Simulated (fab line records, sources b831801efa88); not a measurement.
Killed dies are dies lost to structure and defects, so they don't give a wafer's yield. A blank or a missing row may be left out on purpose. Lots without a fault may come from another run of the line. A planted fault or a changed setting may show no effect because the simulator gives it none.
Chamber matching | flow sky130 | SKY_VIA2_CMP_02 on cmp-02: 4 sister chambers
The step polishes SiO2. 8 wafers are shown with their chamber, then 8 later ones without.

WAFERS WITH THEIR CHAMBER
wafer  | chamber | motor_current_A (A) | slurry_flow_ml_min
L833.6 | 0       | 10.2                | 150.6
L841.4 | 3       | 11.5                | 150.3
L845.2 | 1       | 12.3                | 150.9
L845.4 | 3       | 11.3                | 150.1
L845.5 | 1       | 12.2                | 150.3
L847.2 | 0       | 10.5                | 150.0
L847.5 | 2       | 12.5                | 150.1
L848.4 | 2       | 12.3                | 149.3

WAFERS WITHOUT THEIR CHAMBER
wafer  | motor_current_A (A) | slurry_flow_ml_min
L848.5 | 11.9                | 150.5
L848.6 | 12.1                | 149.6
L849.3 | 12.2                | 150.0
L849.4 | 11.5                | 149.8
L849.6 | 12.4                | 149.7
L854.1 | 11.5                | 150.1
L854.3 | 13.1                | 149.8
L854.6 | 12.1                | 150.0

WHICH CHAMBER EACH WENT THROUGH
wafer  | from the rows above          | in truth
L848.5 | can't be placed: 1 or 3 or 2 | 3
L848.6 | can't be placed: 2 or 1      | 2
L849.3 | can't be placed: 1 or 2      | 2
L849.4 | 3                            | 3
L849.6 | 2                            | 2
L854.1 | 3                            | 3
L854.3 | can't be placed: 2 or 1      | 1
L854.6 | can't be placed: 1 or 2      | 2
Placed correctly: 3 of 8. Can't be placed from these rows: 5 (the true chamber is among the candidates in 5). Placed wrongly: 0.
How it was worked out, from the rows above alone: a wafer's distance from a chamber is the root of the sum, over the readings, of the square of ((its reading less the chamber's mean) divided by the reading's scatter). The wafer belongs to the nearest chamber; if the next one is less than 2 further off, it can't be placed. A chamber's mean is the mean of its shown wafers. The scatter: the root of (the sum of the squares of (reading less its chamber's mean) over the shown wafers, divided by (wafers less chambers)).
